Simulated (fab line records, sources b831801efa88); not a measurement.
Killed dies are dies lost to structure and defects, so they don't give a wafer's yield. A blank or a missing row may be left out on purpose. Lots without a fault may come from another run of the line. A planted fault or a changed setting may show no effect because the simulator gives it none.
fab line records | flow sky130
record lots=24 wafers=72 last_day=50
route steps=708 shown SONOS_ONO@183 LDD_P@265 CONTACT@430 METAL2@483 VIA4@652 PAD_OPEN@702
lots that met no fault: from a run of the same line without faults
start_h: hours from the record's first day to the start of the lot's first wafer shown | wait_h: hours since the lot's step before | " the same as in the row above | L1.1+2: a row that stands for several wafers | - no value, or no start given | * or withheld: withheld | < > ~ a bound
route shown NAME@n: a module of which the file shows steps, and the number in the route of the first | usual: mean/standard deviation of fault-free wafers | same: alike in all rows | chamber/n: place in a boat | sites: the reading at each site | _std_site: their standard deviation | _edge_site: outer sites' mean less inner sites' | radius_mm: how far each site lies from the wafer's centre | mask NAME#n: copy n | behind: the tool/chamber that last shaped the wafer | hold: why the lot was held/for how many hours/how that ended | device: the transistor (n, p or np) that didn't switch | end of line: the same wafers' tests at the end of the route | a step without rows: its recipe alone | killed: dies lost to structure and defects at the first sort, not the wafer's yield | map: a wafer's dies, x killed, . not, _ none there
set.NAME: the setting as run; set.NAME@STEP: as run at that earlier step | model.NAME: the simulator's own value behind a step, which no gauge read
steps of the route over a sample of lots; a table a step, a row a wafer
services: from which hour (start_h, from the record's first day; less than 0 if before it) a tool's chamber was out of use, for how many hours, and why
## steps
# step SKY_SONOS_ONO_ETCH_15
# recipe target_depth_nm=19.52 chemistry=CHF3/O2 source_w=600 bias_w=200 pressure_mtorr=40 chf3_flow_sccm=50 O2_flow_sccm=5 time_s=7.8
# usual drypump_motor_current_A=5.8/0.49 oes_product_au=1.001/0.0098 rf_fwd_power_W=588/3.4 throttle_valve_pct=8.825/0.0092
# columns lot.wafer tool chamber start_h wait_h drypump_motor_current_A oes_product_au rf_fwd_power_W rf_hours_counter_h throttle_valve_pct
L074.3 rie_diel-02 1 283.65 0.0 5.4 1.003 592 52 8.828
L074.4 " 3 " " 5.0 0.999 589 2 8.834
L074.5 " 2 " " 5.7 0.996 586 - 8.826
L075.3 rie_diel-01 0 287.34 0.0 5.6 1.005 587 10 8.834
L075.4 " 3 " " 5.5 0.988 593 115 8.820
L075.6 " 2 " " 6.1 1.013 584 - 8.844
L076.1 rie_diel-03 1 295.45 0.0 6.3 1.004 585 16 8.823
L076.3 " 3 " " 5.9 1.004 586 71 8.839
L076.6 " 1 " " 6.4 0.999 584 - 8.822
L077.1 rie_diel-02 0 313.01 0.0 6.5 0.999 587 10 8.830
L077.3 " 3 " " 5.0 0.990 590 3 8.825
L077.5 " 3 " " 5.1 0.987 593 - 8.825
L078.1 rie_diel-03 3 330.00 0.0 5.9 1.007 590 72 8.813
L078.5 " 2 " " 5.8 1.001 584 - 8.820
L078.6 " 3 " " 5.9 1.000 587 - 8.817
L079.1 rie_diel-02 2 331.29 0.0 5.7 1.005 585 104 8.843
L079.5 " 1 " " 5.4 0.998 591 - 8.827
L079.6 " 2 " " 5.7 1.012 585 - 8.830
L080.1 rie_diel-03 2 336.46 0.0 5.8 1.005 586 76 8.833
L080.3 " 3 " " 5.9 1.002 588 72 8.823
L080.6 " 3 " " 5.9 1.011 584 - 8.824
L081.2 rie_diel-03 2 347.76 0.0 5.8 1.000 585 76 8.815
L081.4 " 3 " " 5.9 1.016 586 72 8.840
L081.6 " 0 " " 6.5 0.992 593 - 8.817
L082.1 rie_diel-03 2 355.79 0.0 5.8 0.995 586 76 8.824
L082.2 " 3 " " 5.9 0.998 586 72 8.828
L082.3 " 0 " " 6.6 0.992 590 0 8.835
L083.1 rie_diel-02 3 365.06 0.0 5.0 1.003 589 4 8.826
L083.3 " 0 " " 6.5 1.012 584 11 8.838
L083.6 " 3 " " 5.1 0.994 592 - 8.823
L084.2 rie_diel-01 0 365.69 0.0 5.6 1.017 587 12 8.817
L084.4 " 2 " " 6.1 1.011 584 5 8.830
L084.5 " 3 " " 5.5 0.999 596 - 8.825
L085.4 rie_diel-02 2 368.92 0.0 5.7 1.004 584 - 8.832
L085.5 " 1 " " 5.4 1.001 594 - 8.820
L085.6 " 0 " " 6.5 1.012 588 - 8.841
L086.3 rie_diel-03 2 383.26 0.0 5.8 0.991 587 77 8.796
L086.4 " 0 " " 6.6 0.996 594 1 8.824
L086.6 " 0 " " 6.5 0.993 591 - 8.826
L087.1 rie_diel-02 0 386.95 0.0 6.6 0.999 586 11 8.817
L087.4 " 3 " " 5.1 0.987 591 4 8.826
L087.6 " 0 " " 6.5 1.015 586 - 8.832
L088.1 rie_diel-03 3 401.24 0.0 5.9 0.985 586 73 8.822
L088.2 " 0 " " 6.6 0.996 593 1 8.808
L088.3 " 1 " " 6.4 0.992 585 17 8.850
L089.2 rie_diel-01 1 404.85 0.0 5.6 1.007 582 3 8.828
L089.4 " 2 " " 6.1 1.025 584 6 8.843
L089.6 " 2 " " 6.1 1.019 585 - 8.825
L090.1 rie_diel-02 1 416.34 0.0 5.4 1.001 589 55 8.831
L090.2 " 3 " " 5.1 0.985 591 5 8.814
L090.4 " 0 " " 6.5 1.004 587 12 8.840
L091.2 rie_diel-02 3 426.96 0.0 5.1 0.989 588 5 8.820
L091.3 " 0 " " 6.5 1.003 586 12 8.841
L091.5 " 3 " " 5.1 0.992 591 - 8.814
L092.1 rie_diel-01 2 432.56 0.0 6.1 1.017 584 6 8.830
L092.5 " 1 " " 5.6 1.017 586 - 8.819
L092.6 " 0 " " 5.6 1.017 586 - 8.813
L093.1 rie_diel-03 0 434.82 0.0 6.5 0.989 595 1 8.824
L093.4 " 1 " " 6.4 0.992 590 18 8.819
L093.5 " 2 " " 5.8 1.000 583 - 8.837
L094.2 rie_diel-02 1 452.19 0.0 5.4 0.991 590 56 8.821
L094.4 " 1 " " 5.4 1.000 589 - 8.832
L094.5 " 3 " " 5.1 0.994 591 - 8.818
L095.1 rie_diel-02 3 462.19 0.0 5.0 0.986 591 6 8.813
L095.3 " 0 " " 6.5 1.003 587 13 8.837
L095.6 " 2 " " 5.7 0.995 583 - 8.837
L096.3 rie_diel-02 3 466.29 0.0 5.1 0.985 588 6 8.829
L096.4 " 2 " " 5.7 1.002 585 0 8.827
L096.6 " 3 " " 5.0 0.978 591 - 8.817
L097.4 rie_diel-01 3 476.26 0.0 5.5 1.014 593 2 8.826
L097.5 " 1 " " 5.6 1.021 587 - 8.821
L097.6 " 2 " " 6.1 1.026 583 - 8.834
# step SKY_LDD_P_STRIP_10
# recipe chemistry=O2/N2 power_w=1400 pressure_mtorr=1500 platen_temp_c=withheld o2_flow_sccm=3000 n2_flow_sccm=300 overash_fraction=0.5
# usual drypump_motor_current_A=5.36/0.25 oes_product_au=0.716/0.0046 strip_time_to_endpoint_s=14.17/0.036
# columns lot.wafer tool chamber start_h wait_h drypump_motor_current_A oes_product_au rf_hours_counter_h strip_time_to_endpoint_s
L074.3 plasma_asher-04 1 434.28 0.1 5.62 0.718 - 14.17
L074.4 " 0 " " 5.31 0.723 - 14.22
L074.5 " 1 " " 5.64 0.705 - 14.19
L075.3 plasma_asher-01 1 439.50 0.1 5.21 0.710 - 14.17
L075.4 " 0 " " 5.54 0.718 - 14.18
L075.6 " 1 " " 5.23 0.718 - 14.20
L076.1 plasma_asher-03 0 448.59 0.1 4.81 0.705 76 14.15
L076.3 " 0 " " 4.79 0.713 - 14.14
L076.6 " 0 " " 4.80 0.712 - 14.15
L077.1 plasma_asher-03 1 471.78 0.1 5.49 0.722 78 14.20
L077.3 " 0 " " 4.78 0.704 - 14.23
L077.5 " 1 " " 5.51 0.714 - 14.21
L078.1 plasma_asher-04 1 486.41 0.1 5.64 0.713 5 14.16
L078.5 " 1 " " 5.61 0.721 - 14.11
L078.6 " 0 " " 5.27 0.719 - 14.17
L079.1 plasma_asher-04 1 491.99 0.1 5.65 0.715 6 14.19
L079.5 " 0 " " 5.30 0.709 - 14.17
L079.6 " 1 " " 5.65 0.716 - 14.19
L080.1 plasma_asher-01 1 498.05 0.1 5.21 0.728 34 14.16
L080.3 " 1 " " 5.18 0.714 - 14.14
L080.6 " 0 " " 5.51 0.713 - 14.19
L081.2 plasma_asher-01 1 510.04 0.1 5.22 0.710 35 14.15
L081.4 " 0 " " 5.54 0.719 - 14.16
L081.6 " 1 " " 5.21 0.712 - 14.15
L082.1 plasma_asher-04 0 521.44 0.1 5.29 0.716 9 14.16
L082.2 " 1 " " 5.63 0.717 9 14.13
L082.3 " 1 " " 5.62 0.719 - 14.15
L083.1 plasma_asher-04 0 533.36 0.1 5.31 0.716 10 14.19
L083.3 " 1 " " 5.62 0.726 - 14.20
L083.6 " 0 " " 5.30 0.708 - 14.19
L084.2 plasma_asher-01 1 534.36 0.1 5.20 0.710 37 14.17
L084.4 " 0 " " 5.52 0.717 - 14.19
L084.5 " 1 " " 5.22 0.719 - 14.17
L085.4 plasma_asher-04 1 540.90 0.1 5.64 0.723 - 14.08
L085.5 " 1 " " 5.64 0.730 - 14.12
L085.6 " 0 " " 5.29 0.723 - 14.11
L086.3 plasma_asher-01 0 548.43 0.1 5.53 0.714 - 14.25
L086.4 " 1 " " 5.19 0.724 - 14.22
L086.6 " 1 " " 5.22 0.716 - 14.19
L087.1 plasma_asher-01 1 551.46 0.1 5.21 0.711 38 14.14
L087.4 " 0 " " 5.51 0.710 - 14.18
L087.6 " 1 " " 5.20 0.716 - 14.11
L088.1 plasma_asher-01 1 566.96 0.1 5.19 0.711 40 14.19
L088.2 " 0 " " 5.52 0.715 40 14.16
L088.3 " 1 " " 5.21 0.710 - 14.21
L089.2 plasma_asher-04 0 568.85 0.1 5.30 0.717 14 14.10
L089.4 " 0 " " 5.28 0.717 - 14.15
L089.6 " 0 " " 5.29 0.721 - 14.14
L090.1 plasma_asher-04 1 579.59 0.1 5.63 0.724 15 14.22
L090.2 " 0 " " 5.30 0.715 15 14.13
L090.4 " 0 " " 5.32 0.712 - 14.18
L091.2 plasma_asher-01 1 588.80 0.1 5.16 0.715 42 14.20
L091.3 " 1 " " 5.20 0.718 - 14.20
L091.5 " 0 " " 5.51 0.716 - 14.17
L092.1 plasma_asher-03 1 593.55 0.1 5.54 0.717 91 14.25
L092.5 " 0 " " 4.79 0.720 - 14.26
L092.6 " 1 " " 5.49 0.719 - 14.26
L093.1 plasma_asher-01 0 598.66 0.1 5.53 0.713 43 14.19
L093.4 " 1 " " 5.22 0.712 - 14.17
L093.5 " 1 " " 5.20 0.715 - 14.15
L094.2 plasma_asher-03 1 614.26 0.1 5.50 0.718 93 14.16
L094.4 " 1 " " 5.50 0.713 - 14.20
L094.5 " 1 " " 5.50 0.710 - 14.14
L095.1 plasma_asher-04 0 624.44 0.1 5.31 0.710 20 14.19
L095.3 " 1 " " 5.62 0.713 - 14.19
L095.6 " 0 " " 5.32 0.721 - 14.17
L096.3 plasma_asher-01 0 628.59 0.1 5.52 0.711 - 14.17
L096.4 " 1 " " 5.20 0.716 - 14.13
L096.6 " 0 " " 5.50 0.714 - 14.21
L097.4 plasma_asher-03 1 639.79 0.1 5.51 0.716 - 14.18
L097.5 " 0 " " 4.78 0.721 - 14.19
L097.6 " 1 " " 5.49 0.716 - 14.19
# step SKY_CONTACT_CVD_24
# recipe material=W target_thk_nm=340 time_s=102.12 temp_c=400 pressure_torr=40
# usual heater_power_w=916/80
# columns lot.wafer tool chamber start_h wait_h heater_power_w
L074.3 cvd_w-02 0 735.62 0.1 828
L074.4 " 1 " " 940
L074.5 " 1 " " 970
L075.3 cvd_w-01 1 737.58 0.1 861
L075.4 " 0 " " 1000
L075.6 " 0 " " 976
L076.1 cvd_w-01 1 748.55 0.0 866
L076.3 " 0 " " 1011
L076.6 " 0 " " 1005
L077.1 cvd_w-01 0 769.68 0.0 1008
L077.3 " 1 " " 850
L077.5 " 1 " " 857
L078.1 cvd_w-02 0 786.31 0.0 808
L078.5 " 1 " " 966
L078.6 " 0 " " 799
L079.1 cvd_w-01 0 789.38 0.0 1008
L079.5 " 0 " " 1009
L079.6 " 1 " " 863
L080.1 cvd_w-01 0 792.53 0.0 984
L080.3 " 1 " " 875
L080.6 " 0 " " 1022
L081.2 cvd_w-02 1 802.86 0.0 963
L081.4 " 1 " " 972
L081.6 " 1 " " 960
L082.1 cvd_w-01 0 814.04 0.0 998
L082.2 " 1 " " 859
L082.3 " 0 " " 983
L083.1 cvd_w-01 0 820.15 0.0 1007
L083.3 " 1 " " 851
L083.6 " 0 " " 991
L084.2 cvd_w-01 1 822.71 0.0 849
L084.4 " 1 " " 859
L084.5 " 0 " " 1000
L085.4 cvd_w-01 1 842.77 0.0 846
L085.5 " 1 " " 880
L085.6 " 0 " " 1005
L087.1 cvd_w-01 0 843.23 0.0 1020
L087.4 " 1 " " 854
L087.6 " 0 " " 1005
L086.3 cvd_w-02 0 843.66 0.1 827
L086.4 " 1 " " 946
L086.6 " 1 " " 949
L088.1 cvd_w-01 1 851.63 0.0 854
L088.2 " 0 " " 1013
L088.3 " 0 " " 1030
L089.2 cvd_w-01 0 853.80 0.0 1044
L089.4 " 0 " " 1011
L089.6 " 0 " " 985
L090.1 cvd_w-01 1 859.94 0.0 873
L090.2 " 0 " " 1000
L090.4 " 1 " " 860
L091.2 cvd_w-02 0 870.23 0.0 819
L091.3 " 1 " " 961
L091.5 " 0 " " 831
L092.1 cvd_w-01 1 873.98 0.0 867
L092.5 " 1 " " 842
L092.6 " 0 " " 1021
L093.1 cvd_w-02 0 878.53 0.0 781
L093.4 " 1 " " 956
L093.5 " 1 " " 960
L094.2 cvd_w-02 1 894.36 0.0 974
L094.4 " 0 " " 820
L094.5 " 1 " " 955
L095.1 cvd_w-01 0 900.66 0.0 1020
L095.3 " 1 " " 858
L095.6 " 0 " " 1035
L096.3 cvd_w-01 1 907.51 0.1 860
L096.4 " 0 " " 1019
L096.6 " 1 " " 851
L097.4 cvd_w-02 1 918.51 0.1 873
L097.5 " 1 " " 882
L097.6 " 0 " " 778
# step SKY_METAL2_SPUTTER_00
# recipe material=Ti target_thk_nm=15 power_w=3000 time_s=10 chamber_pressure_pa=0.4
# usual throttle_valve_pct=29.9/0.99
# columns lot.wafer tool chamber start_h wait_h throttle_valve_pct
L074.3 pvd_sputter-03 - 793.42 0.1 28.6
L074.4 " - " " 31.2
L074.5 " - " " 30.7
L075.3 pvd_sputter-01 - 794.28 0.1 29.4
L075.4 " - " " 30.7
L075.6 " - " " 30.9
L076.1 pvd_sputter-01 - 805.61 0.1 30.6
L076.3 " - " " 29.3
L076.6 " - " " 30.7
L077.1 pvd_sputter-01 - 826.69 0.1 30.5
L077.3 " - " " 30.6
L077.5 " - " " 29.5
L078.1 pvd_sputter-03 - 842.84 0.1 30.0
L078.5 " - " " 29.9
L078.6 " - " " 31.2
L079.1 pvd_sputter-03 - 846.02 0.2 31.3
L079.5 " - " " 28.7
L079.6 " - " " 30.7
L080.1 pvd_sputter-04 - 848.78 0.1 28.7
L080.3 " - " " 27.8
L080.6 " - " " 29.0
L081.2 pvd_sputter-01 - 859.08 0.2 30.6
L081.4 " - " " 30.9
L081.6 " - " " 29.4
L082.1 pvd_sputter-01 - 869.01 0.2 30.9
L082.2 " - " " 31.0
L082.3 " - " " 29.4
L083.1 pvd_sputter-04 - 876.73 0.2 29.2
L083.3 " - " " 28.5
L083.6 " - " " 28.7
L084.2 pvd_sputter-03 - 878.06 0.1 30.9
L084.4 " - " " 29.9
L084.5 " - " " 29.8
L085.4 pvd_sputter-01 - 898.17 0.2 30.5
L085.5 " - " " 29.3
L085.6 " - " " 30.9
L087.1 pvd_sputter-04 - 898.66 0.1 30.3
L087.4 " - " " 29.4
L087.6 " - " " 28.6
L086.3 pvd_sputter-01 - 899.02 0.1 29.3
L086.4 " - " " 30.7
L086.6 " - " " 30.7
L088.1 pvd_sputter-01 - 906.84 0.2 30.9
L088.2 " - " " 30.7
L088.3 " - " " 30.6
L089.2 pvd_sputter-01 - 908.87 0.1 30.3
L089.4 " - " " 30.6
L089.6 " - " " 30.8
L090.1 pvd_sputter-01 - 914.51 0.1 30.8
L090.2 " - " " 30.8
L090.4 " - " " 30.6
L091.2 pvd_sputter-01 - 924.66 0.2 29.1
L091.3 " - " " 30.9
L091.5 " - " " 30.8
L092.1 pvd_sputter-01 - 929.06 0.1 30.9
L092.5 " - " " 30.6
L092.6 " - " " 30.9
L093.1 pvd_sputter-04 - 932.13 0.2 30.4
L093.4 " - " " 29.9
L093.5 " - " " 28.0
L094.2 pvd_sputter-04 - 947.83 0.1 28.5
L094.4 " - " " 30.3
L094.5 " - " " 30.1
L095.1 pvd_sputter-01 - 952.82 0.1 30.5
L095.3 " - " " 29.4
L095.6 " - " " 31.1
L096.3 pvd_sputter-03 - 960.23 0.1 29.8
L096.4 " - " " 28.7
L096.6 " - " " 29.8
L097.4 pvd_sputter-04 - 970.55 0.1 29.3
L097.5 " - " " 30.0
L097.6 " - " " 29.5
# step SKY_VIA4_STRIP_13
# recipe chemistry=O2/N2 power_w=1400 pressure_mtorr=1500 platen_temp_c=withheld o2_flow_sccm=3000 n2_flow_sccm=300 overash_fraction=0.5
# usual drypump_motor_current_A=5.30/0.29 oes_product_au=0.710/0.0046 strip_time_to_endpoint_s=12.83/0.042
# columns lot.wafer tool chamber start_h wait_h drypump_motor_current_A oes_product_au rf_hours_counter_h strip_time_to_endpoint_s
L074.3 plasma_asher-01 0 1004.58 - 5.55 0.721 - 12.83
L074.4 " 1 " " 5.20 0.709 - 12.82
L074.5 " 1 " " 5.18 0.717 - 12.75
L075.3 plasma_asher-03 0 1004.80 - 4.80 0.709 - 12.95
L075.4 " 1 " " 5.52 0.717 - 12.84
L075.6 " 1 " " 5.53 0.724 - 12.92
L076.1 plasma_asher-01 0 1012.40 - 5.50 0.705 87 12.93
L076.3 " 1 " " 5.21 0.714 - 12.95
L076.6 " 0 " " 5.50 0.708 - 12.97
L077.1 plasma_asher-03 1 1031.56 - 5.51 0.712 29 12.78
L077.3 " 0 " " 4.79 0.705 - 12.79
L077.5 " 1 " " 5.51 0.707 - 12.85
L078.1 plasma_asher-01 1 1046.60 - 5.18 0.710 90 12.80
L078.5 " 1 " " 5.19 0.706 - 12.82
L078.6 " 0 " " 5.51 0.716 - 12.82
L079.1 plasma_asher-04 0 1049.85 - 5.30 0.706 62 12.83
L079.5 " 1 " " 5.62 0.715 - 12.82
L079.6 " 0 " " 5.31 0.707 - 12.78
L080.1 plasma_asher-01 1 1052.30 - 5.20 0.707 91 12.78
L080.3 " 1 " " 5.19 0.708 - 12.78
L080.6 " 1 " " 5.20 0.708 - 12.79
L081.2 plasma_asher-03 0 1058.12 - 4.78 0.705 31 12.77
L081.4 " 1 " " 5.52 0.707 - 12.81
L081.6 " 0 " " 4.80 0.709 - 12.82
L082.1 plasma_asher-03 0 1068.11 - 4.79 0.709 32 12.79
L082.2 " 1 " " 5.50 0.713 32 12.77
L082.3 " 1 " " 5.49 0.712 - 12.81
L083.1 plasma_asher-01 1 1075.92 - 5.20 0.704 93 12.81
L083.3 " 1 " " 5.22 0.710 - 12.76
L083.6 " 0 " " 5.55 0.705 - 12.84
L084.2 plasma_asher-03 0 1076.56 - 4.79 0.713 33 12.74
L084.4 " 0 " " 4.80 0.705 - 12.82
L084.5 " 0 " " 4.79 0.708 - 12.78
L085.4 plasma_asher-03 0 1091.08 - 4.79 0.702 - 12.82
L085.5 " 0 " " 4.79 0.707 - 12.82
L085.6 " 1 " " 5.51 0.711 - 12.79
L086.3 plasma_asher-03 0 1094.35 - 4.80 0.712 - 12.81
L086.4 " 1 " " 5.48 0.712 - 12.84
L086.6 " 0 " " 4.80 0.713 - 12.83
L087.1 plasma_asher-04 0 1095.10 - 5.30 0.713 67 12.84
L087.4 " 0 " " 5.30 0.712 - 12.83
L087.6 " 0 " " 5.31 0.719 - 12.80
L088.1 plasma_asher-04 0 1098.72 - 5.31 0.704 67 12.78
L088.2 " 1 " " 5.64 0.708 67 12.80
L088.3 " 0 " " 5.31 0.709 - 12.78
L089.2 plasma_asher-03 0 1100.15 - 4.77 0.710 35 12.78
L089.4 " 1 " " 5.50 0.712 - 12.80
L089.6 " 1 " " 5.49 0.709 - 12.83
L090.1 plasma_asher-04 1 1102.97 - 5.64 0.708 68 12.91
L090.2 " 0 " " 5.30 0.706 68 12.88
L090.4 " 1 " " 5.63 0.706 - 12.81
L091.2 plasma_asher-03 0 1114.31 - 4.80 0.710 36 12.86
L091.3 " 0 " " 4.78 0.707 - 12.83
L091.5 " 0 " " 4.79 0.707 - 12.88
L092.1 plasma_asher-01 1 1118.26 - 5.21 0.710 97 12.85
L092.5 " 1 " " 5.24 0.713 - 12.78
L092.6 " 0 " " 5.53 0.701 - 12.86
L093.1 plasma_asher-04 0 1120.17 - 5.33 0.715 70 12.78
L093.4 " 1 " " 5.61 0.715 - 12.81
L093.5 " 1 " " 5.61 0.708 - 12.82
L094.2 plasma_asher-04 0 1131.47 - 5.31 0.714 70 12.81
L094.4 " 0 " " 5.32 0.708 - 12.82
L094.5 " 0 " " 5.30 0.709 - 12.79
L095.1 plasma_asher-01 1 1138.45 - 5.19 0.721 99 12.85
L095.3 " 1 " " 5.22 0.714 - 12.84
L095.6 " 1 " " 5.20 0.714 - 12.85
L096.3 plasma_asher-04 0 1141.20 - 5.34 0.712 - 12.80
L096.4 " 1 " " 5.63 0.711 - 12.83
L096.6 " 0 " " 5.35 0.715 - 12.84
L097.4 plasma_asher-03 0 1149.34 - 4.80 0.714 - 12.83
L097.5 " 1 " " 5.53 0.705 - 12.90
L097.6 " 0 " " 4.80 0.709 - 12.84
# step SKY_PAD_OPEN_STRIP_08
# recipe chemistry=O2/N2 power_w=1400 pressure_mtorr=1500 platen_temp_c=withheld overash_fraction=0.7 o2_flow_sccm=3000 n2_flow_sccm=300
# usual drypump_motor_current_A=5.6/0.32 oes_product_au=0.663/0.0047 strip_time_to_endpoint_s=37.19/0.095
# columns lot.wafer tool chamber start_h wait_h drypump_motor_current_A oes_product_au rf_hours_counter_h strip_time_to_endpoint_s
L074.3 plasma_asher-02 1 1074.98 0.1 6.2 0.657 - 37.23
L074.4 " 0 " " 6.0 0.662 - 37.15
L074.5 " 1 " " 6.1 0.664 - 37.19
L075.3 plasma_asher-04 0 1075.33 0.1 5.3 0.666 - 37.34
L075.4 " 1 " " 5.6 0.673 - 37.24
L075.6 " 0 " " 5.3 0.665 - 37.29
L076.1 plasma_asher-01 0 1081.16 0.1 5.5 0.664 94 37.08
L076.3 " 1 " " 5.2 0.665 - 37.14
L076.6 " 1 " " 5.2 0.671 - 37.15
L077.1 plasma_asher-04 0 1097.80 0.1 5.3 0.665 67 37.34
L077.3 " 1 " " 5.6 0.655 - 37.35
L077.5 " 1 " " 5.6 0.653 - 37.38
L078.1 plasma_asher-04 1 1110.70 0.1 5.6 0.654 68 37.25
L078.5 " 1 " " 5.6 0.656 - 37.22
L078.6 " 0 " " 5.3 0.658 - 37.30
L079.1 plasma_asher-04 0 1113.85 0.1 5.3 0.666 69 37.22
L079.5 " 0 " " 5.3 0.662 - 37.01
L079.6 " 1 " " 5.6 0.661 - 37.15
L080.1 plasma_asher-02 0 1117.50 0.1 6.0 0.671 5 36.98
L080.3 " 1 " " 6.2 0.660 - 37.09
L080.6 " 1 " " 6.2 0.659 - 37.12
L081.2 plasma_asher-02 1 1121.60 0.1 6.1 0.662 5 37.29
L081.4 " 0 " " 6.0 0.664 - 37.32
L081.6 " 0 " " 6.0 0.658 - 37.13
L082.1 plasma_asher-04 1 1130.86 0.1 5.6 0.667 70 37.07
L082.2 " 0 " " 5.3 0.666 70 37.30
L082.3 " 0 " " 5.3 0.660 - 37.10
L084.2 plasma_asher-01 0 1139.60 0.1 5.5 0.661 99 37.24
L084.4 " 0 " " 5.5 0.664 - 37.24
L084.5 " 0 " " 5.5 0.660 - 37.20
L083.1 plasma_asher-04 1 1140.30 0.1 5.6 0.657 71 37.30
L083.3 " 0 " " 5.3 0.662 - 37.14
L083.6 " 0 " " 5.3 0.671 - 37.18
L085.4 plasma_asher-04 0 1153.48 0.1 5.3 0.666 - 37.20
L085.5 " 0 " " 5.3 0.662 - 37.21
L085.6 " 1 " " 5.6 0.667 - 37.25
L086.3 plasma_asher-01 1 1155.20 0.1 5.2 0.655 - 37.17
L086.4 " 0 " " 5.5 0.667 - 37.12
L086.6 " 0 " " 5.5 0.659 - 37.15
L087.1 plasma_asher-02 0 1155.70 0.1 6.0 0.655 9 37.31
L087.4 " 0 " " 6.0 0.663 - 37.12
L087.6 " 0 " " 6.0 0.664 - 37.23
L088.1 plasma_asher-01 1 1160.15 0.1 5.2 0.667 101 37.17
L088.2 " 0 " " 5.5 0.662 101 37.15
L088.3 " 0 " " 5.5 0.666 - 37.15
L089.2 plasma_asher-01 1 1160.90 0.1 5.2 0.654 101 37.38
L089.4 " 1 " " 5.2 0.658 - 37.15
L089.6 " 0 " " 5.5 0.673 - 37.23
L090.1 plasma_asher-01 1 1162.75 0.1 5.3 0.661 102 37.29
L090.2 " 0 " " 5.5 0.657 102 37.22
L090.4 " 0 " " 5.5 0.666 - 37.32
L091.2 plasma_asher-01 1 1171.85 0.1 5.2 0.668 103 37.09
L091.3 " 0 " " 5.5 0.657 - 37.17
L091.5 " 0 " " 5.5 0.657 - 37.10
L092.1 plasma_asher-01 0 1174.25 0.1 5.5 0.666 103 37.11
L092.5 " 1 " " 5.2 0.665 - 37.18
L092.6 " 0 " " 5.5 0.655 - 37.14
L093.1 plasma_asher-04 1 1179.21 0.1 5.6 0.667 75 37.17
L093.4 " 0 " " 5.3 0.663 - 37.36
L093.5 " 1 " " 5.6 0.669 - 37.35
L094.2 plasma_asher-02 1 1186.25 0.1 6.1 0.659 12 37.20
L094.4 " 1 " " 6.2 0.659 - 37.17
L094.5 " 1 " " 6.1 0.664 - 37.16
L095.1 plasma_asher-04 1 1193.15 0.1 5.6 0.660 76 37.18
L095.3 " 0 " " 5.3 0.668 - 37.19
L095.6 " 0 " " 5.3 0.665 - 37.15
L096.3 plasma_asher-02 0 1195.38 0.1 6.0 0.666 - 37.18
L096.4 " 1 " " 6.1 0.665 - 37.13
L096.6 " 0 " " 6.0 0.666 - 37.14
L097.4 plasma_asher-04 0 1201.73 0.1 5.3 0.663 - 37.06
L097.5 " 0 " " 5.3 0.666 - 37.09
L097.6 " 1 " " 5.6 0.663 - 37.19
## services
# columns tool chamber start_h hours kind
plasma_asher-04 - 271.91 1.8 repair
plasma_asher-01 - 302.82 9.1 repair
plasma_asher-04 - 320.34 2.8 pm
plasma_asher-01 - 344.79 1.6 repair
cvd_w-01 - 390.00 14.0 pm
plasma_asher-04 - 390.24 4.9 repair
cvd_w-01 1 407.33 2.6 repair
plasma_asher-04 - 421.25 9.0 pm
plasma_asher-04 - 423.26 0.4 repair
cvd_w-01 0 518.89 9.3 repair
cvd_w-01 1 524.08 6.9 repair
plasma_asher-01 - 535.73 6.1 repair
plasma_asher-01 - 559.72 3.9 repair
cvd_w-01 - 569.13 14.6 pm
cvd_w-01 - 589.18 2.1 repair
plasma_asher-04 - 700.29 14.6 pm
plasma_asher-01 - 810.50 2.8 pm
plasma_asher-04 - 955.71 0.8 repair
plasma_asher-04 - 1025.61 0.6 repair
plasma_asher-01 - 1026.45 3.0 repair
plasma_asher-04 - 1126.21 3.4 repair
plasma_asher-04 - 1162.41 2.8 repair
plasma_asher-04 - 1171.37 0.7 repair
plasma_asher-01 - 1189.77 2.8 repair
## key
fault none
